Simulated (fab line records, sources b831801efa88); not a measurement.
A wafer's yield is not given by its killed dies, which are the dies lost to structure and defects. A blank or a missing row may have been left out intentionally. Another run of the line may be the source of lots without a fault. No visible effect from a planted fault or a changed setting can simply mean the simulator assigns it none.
Check of tool commonality / flow sky130 / 11 lots and 33 wafers in the sample

## THE REASON FOR OPENING IT
SKY_LDD_P_TW_MEAS_11, reading LDD_P_TW: flagged on 1 of 11 lots. No-fault wafers: 637.3, standard deviation 2.6.
Rule: flag the lot when none of its wafers has a number, or when each of its wafers that has one lies beyond 4 standard deviations from that mean. The other lots count as sound.

lot=L658; measured=day 19 15:30; on=film-metro-03; LDD_P_TW, wafer by wafer=641.0 638.8 641.8; flag=
lot=L659; measured=day 20 02:27; on=film-metro-03; LDD_P_TW, wafer by wafer=29.9 30.0 30.1; flag=FLAGGED
lot=L662; measured=day 21 14:40; on=film-metro-03; LDD_P_TW, wafer by wafer=638.7 639.5 643.1; flag=
lot=L668; measured=day 23 18:14; on=film-metro-01; LDD_P_TW, wafer by wafer=636.7 638.3 639.1; flag=
lot=L672; measured=day 25 05:48; on=film-metro-03; LDD_P_TW, wafer by wafer=635.0 636.4 638.0; flag=
lot=L671; measured=day 25 06:13; on=film-metro-03; LDD_P_TW, wafer by wafer=636.6 641.2 637.2; flag=
lot=L674; measured=day 26 17:33; on=film-metro-01; LDD_P_TW, wafer by wafer=636.9 634.5 634.6; flag=
lot=L677; measured=day 26 18:40; on=film-metro-04; LDD_P_TW, wafer by wafer=640.0 635.2 635.5; flag=
lot=L676; measured=day 26 21:27; on=film-metro-03; LDD_P_TW, wafer by wafer=637.8 640.3 638.1; flag=
lot=L678; measured=day 27 18:30; on=film-metro-03; LDD_P_TW, wafer by wafer=636.1 638.9 637.6; flag=
lot=L679; measured=day 27 22:52; on=film-metro-04; LDD_P_TW, wafer by wafer=640.0 640.1 639.1; flag=
The numbers of the flagged lots are 30.0 on average: -607.3 against the usual, or -99 or more standard deviations.

## TOOL THAT RAN EACH LOT
The record holds 1 process step before the reading, out of a route of 708 steps. Read each cell as the tool, then ch plus the chambers that the sampled wafers visited, then the start.
lot=L658; flag=; SKY_LDD_P_EXPOSE_04=iline-stepper-01 ch 0, day 18 23:52
lot=L659; flag=FLAGGED; SKY_LDD_P_EXPOSE_04=iline-stepper-02 ch 0, day 19 11:42
lot=L662; flag=; SKY_LDD_P_EXPOSE_04=iline-stepper-02 ch 0, day 20 23:55
lot=L668; flag=; SKY_LDD_P_EXPOSE_04=iline-stepper-01 ch 0, day 22 23:53
lot=L672; flag=; SKY_LDD_P_EXPOSE_04=iline-stepper-02 ch 0, day 24 14:05
lot=L671; flag=; SKY_LDD_P_EXPOSE_04=iline-stepper-02 ch 0, day 24 15:03
lot=L674; flag=; SKY_LDD_P_EXPOSE_04=iline-stepper-01 ch 0, day 26 04:18
lot=L677; flag=; SKY_LDD_P_EXPOSE_04=iline-stepper-02 ch 0, day 26 05:22
lot=L676; flag=; SKY_LDD_P_EXPOSE_04=iline-stepper-02 ch 0, day 26 09:06
lot=L678; flag=; SKY_LDD_P_EXPOSE_04=iline-stepper-01 ch 0, day 27 02:47
lot=L679; flag=; SKY_LDD_P_EXPOSE_04=iline-stepper-02 ch 0, day 27 09:20
These steps, and what they do:
- SKY_LDD_P_EXPOSE_04: exposes mask PSDM, target cd 380 nm.
- SKY_LDD_P_TW_MEAS_11

## FLAGGED AGAINST TOTAL, ONE TOOL AT A TIME (gauges that did the reading follow at the end)
step=SKY_LDD_P_EXPOSE_04; tool=iline-stepper-01; lots run=4; flagged=0; share of the flagged lots=none; sound lots run after its first flagged lot=-
step=SKY_LDD_P_EXPOSE_04; tool=iline-stepper-02; lots run=7; flagged=1; share of the flagged lots=all; sound lots run after its first flagged lot=6 (L662,L672,L671,L677,L676,L679)
step=SKY_LDD_P_TW_MEAS_11; tool=film-metro-01; lots run=2; flagged=0; share of the flagged lots=none; sound lots run after its first flagged lot=-
step=SKY_LDD_P_TW_MEAS_11; tool=film-metro-03; lots run=7; flagged=1; share of the flagged lots=all; sound lots run after its first flagged lot=5 (L662,L672,L671,L676,L678)
step=SKY_LDD_P_TW_MEAS_11; tool=film-metro-04; lots run=2; flagged=0; share of the flagged lots=none; sound lots run after its first flagged lot=-

## WHAT THE TABLE ALLOWS
Every flagged lot went through 2 rows of the table: iline-stepper-02 at SKY_LDD_P_EXPOSE_04 and film-metro-03 at SKY_LDD_P_TW_MEAS_11.
- iline-stepper-02 at SKY_LDD_P_EXPOSE_04 ran 7 lots, 1 of them flagged. Sound lots followed the first flagged one (L662, L672, L671, L677, L676, L679) on it, something a lasting fault affecting the whole tool could not allow.
- film-metro-03 at SKY_LDD_P_TW_MEAS_11 ran 7 lots, 1 of them flagged. Sound lots followed the first flagged one (L662, L672, L671, L676, L678) on it, something a lasting fault affecting the whole tool could not allow.
None of the table's rows ran every flagged lot and, after the first, no sound lot.

## WHAT HAD BEEN PUT IN BY THE SIMULATOR
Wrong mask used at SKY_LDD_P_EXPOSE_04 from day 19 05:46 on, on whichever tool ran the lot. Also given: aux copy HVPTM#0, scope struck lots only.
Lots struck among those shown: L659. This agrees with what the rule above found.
